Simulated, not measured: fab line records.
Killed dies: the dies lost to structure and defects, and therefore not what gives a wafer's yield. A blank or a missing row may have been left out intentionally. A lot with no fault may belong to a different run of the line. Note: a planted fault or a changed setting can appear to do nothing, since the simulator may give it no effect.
Split-lot study | flow sfq line | route with 325 steps; 5 lots, 23 wafers read

== ABOUT THE SPLIT ==
At SFQ_TRILAYER_M3_LITHO_EXPOSE_076 (exposes mask M3, target cd 500 nm), the setting dose mj was moved away from the recipe's 14.4 on 11 of the 23 wafers read, by -7.2% to +6.5%. This setting was run at the recipe's value on the other wafers.

== FROM THE SPLIT TO THE READING: what the file shows between them, 3 steps ==
- SFQ_TRILAYER_M3_LITHO_PEB_078: peb time 60.93 s
- SFQ_TRILAYER_M3_LITHO_DEVELOP_077: time 60 s
- SFQ_TRILAYER_M3_BARC_OPEN_METAL_ETCH_100: etches BARC in O2, target depth 125 nm, time 41.7 s

== THE READING ==
M3.cd nm (the simulator's own value, which no gauge read), in nm, at SFQ_TRILAYER_M3_ETCH_METAL_ETCH_078 (etches Nb in Cl2/Ar, stops on SiO2, target depth 240 nm, time 120 s). The file gives no usual value for it. Here, 12 wafers ran the recipe; their average is 496.3 nm with a standard deviation of 1.7 nm.

wafer  | tool, chamber at the split | dose mj as run | against the recipe | M3.cd nm, nm | against lot-mates on the recipe
L074.1 | krf scanner-02, 0          | 13.39          | -7.0%              | 507.6        | +12.1
L074.2 | krf scanner-02, 0          | 14.4           | recipe             | 496.9        | -
L074.3 | krf scanner-02, 0          | 13.39          | -7.0%              | 507          | +11.5
L074.4 | krf scanner-02, 0          | 13.39          | -7.0%              | 509          | +13.5
L074.5 | krf scanner-02, 0          | 14.4           | recipe             | 494.1        | -
L075.1 | krf scanner-02, 0          | 15.33          | +6.5%              | 485.4        | -11.2
L075.3 | krf scanner-02, 0          | 15.33          | +6.5%              | 487.2        | -9.4
L075.4 | krf scanner-02, 0          | 14.4           | recipe             | 495.1        | -
L075.5 | krf scanner-02, 0          | 15.33          | +6.5%              | 486.2        | -10.4
L075.6 | krf scanner-02, 0          | 14.4           | recipe             | 498.2        | -
L079.1 | krf scanner-01, 0          | 14.4           | recipe             | 497.5        | -
L079.2 | krf scanner-01, 0          | 14.4           | recipe             | 497.3        | -
L079.5 | krf scanner-01, 0          | 14.4           | recipe             | 497.8        | -
L082.1 | krf scanner-01, 0          | 13.36          | -7.2%              | 510.7        | +13.1
L082.2 | krf scanner-01, 0          | 14.4           | recipe             | 496.4        | -
L082.4 | krf scanner-01, 0          | 13.36          | -7.2%              | 509.5        | +11.9
L082.5 | krf scanner-01, 0          | 14.4           | recipe             | 498.8        | -
L082.6 | krf scanner-01, 0          | 13.36          | -7.2%              | 509.6        | +12.0
L085.1 | krf scanner-01, 0          | 13.67          | -5.1%              | 502.4        | +8.0
L085.2 | krf scanner-01, 0          | 13.67          | -5.1%              | 502.7        | +8.3
L085.4 | krf scanner-01, 0          | 14.4           | recipe             | 492.7        | -
L085.5 | krf scanner-01, 0          | 14.4           | recipe             | 495.3        | -
L085.6 | krf scanner-01, 0          | 14.4           | recipe             | 495.2        | -

THE FIT
A straight line over all 23 wafers: M3.cd nm changes by -1.65 nm for each +1% of dose mj; r = -0.98; the points scatter about the line by 1.7 nm.
The same after taking each lot's own level away (the mean of its wafers on the recipe; 23 wafers): -1.68 nm for each +1%; r = -0.99; scatter 1 nm.
That fit puts the effect of the largest move of dose mj on the reading at 12 nm.
Measured against the standard deviation above, the lots' own levels, which go from 494.40 to 497.60 nm, span 1.8 times it.
Consequently the slope shifts little with the lot-to-lot level, the two slopes agreeing.
Check: with one of the wafers moved furthest among these (-7.2%) left out of the fit, the line predicts +12.1 nm for it against its lot-mates. It came out at +13.1 nm against them.

== THE WHOLE CHAIN: every reading that the file lists as answering this split, in the file's order ==
step                                     | what it does                                                        | reading                                                   | change (the file's fit)              | r (the file's)
SFQ_TRILAYER_M3_BARC_OPEN_METAL_ETCH_100 | etches BARC in O2, target depth 125 nm, time 41.7 s                 | M3.cd nm (the simulator's own value, which no gauge read) | -1.65 nm for each +1% of the setting | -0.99
SFQ_TRILAYER_M3_ETCH_METAL_ETCH_078      | etches Nb in Cl2/Ar, stops on SiO2, target depth 240 nm, time 120 s | M3.cd nm (the simulator's own value, which no gauge read) | -1.68 nm for each +1% of the setting | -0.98

== THE FILE'S OWN FIT ==
M3.cd nm changes by -1.68 nm for each +1% of dose mj, r = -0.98.
